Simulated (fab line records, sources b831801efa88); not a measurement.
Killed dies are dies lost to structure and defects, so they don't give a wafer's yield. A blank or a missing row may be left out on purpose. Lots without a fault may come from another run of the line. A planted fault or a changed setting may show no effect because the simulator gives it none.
Which tool did it? | flow sky130 | 6 lots, 18 wafers sampled, at 2 steps of a route of 708

WHAT THE GAUGES READ, wafer by wafer
SKY_DNWELL_TW_MEAS_09.
lot  | measured    | on            | DNWELL_TW
L673 | day 3 11:15 | film_metro-01 | 1096 1098 1092
L676 | day 4 03:41 | film_metro-01 | 1095 1093 1094
L678 | day 4 14:36 | film_metro-01 | 1092 1090 1092
L683 | day 5 16:02 | film_metro-01 | 1103 1102 1104
L689 | day 7 03:41 | film_metro-03 | 1105 1105 1103
L694 | day 8 02:14 | film_metro-01 | 1106 1105 1106

WHICH TOOL RAN EACH LOT (tool, then ch and the chambers of the sampled wafers, then the start)
lot  | SKY_DNWELL_EXPOSE_04
L673 | iline_stepper-02 ch 0, day 3 03:26
L676 | iline_stepper-02 ch 0, day 3 18:56
L678 | iline_stepper-01 ch 0, day 4 06:09
L683 | iline_stepper-02 ch 0, day 5 06:31
L689 | iline_stepper-01 ch 0, day 6 17:28
L694 | iline_stepper-02 ch 0, day 7 16:26
- SKY_DNWELL_EXPOSE_04: exposes mask DNM, target cd 3000 nm.

THE ANSWER, worked out from the rows above alone
Rule: what is usual is taken from the lots themselves. Put in order of their means at a reading, lots are off if they are a third of the lots or fewer, leave a main group of 4 or more, and stand apart from it by a gap of 3 or more times the standard deviation of the main group's means; of several such gaps the widest counts. A main group whose means are all the same, to the digits that the tables above print for the reading, isn't used. A lot without any number at a reading at which 4 lots or more have one is off too. The other lots that the step has rows for count as sound.
No lot is off at any reading shown: from this, nothing can be told.

WHAT THE SIMULATOR HAD PUT IN
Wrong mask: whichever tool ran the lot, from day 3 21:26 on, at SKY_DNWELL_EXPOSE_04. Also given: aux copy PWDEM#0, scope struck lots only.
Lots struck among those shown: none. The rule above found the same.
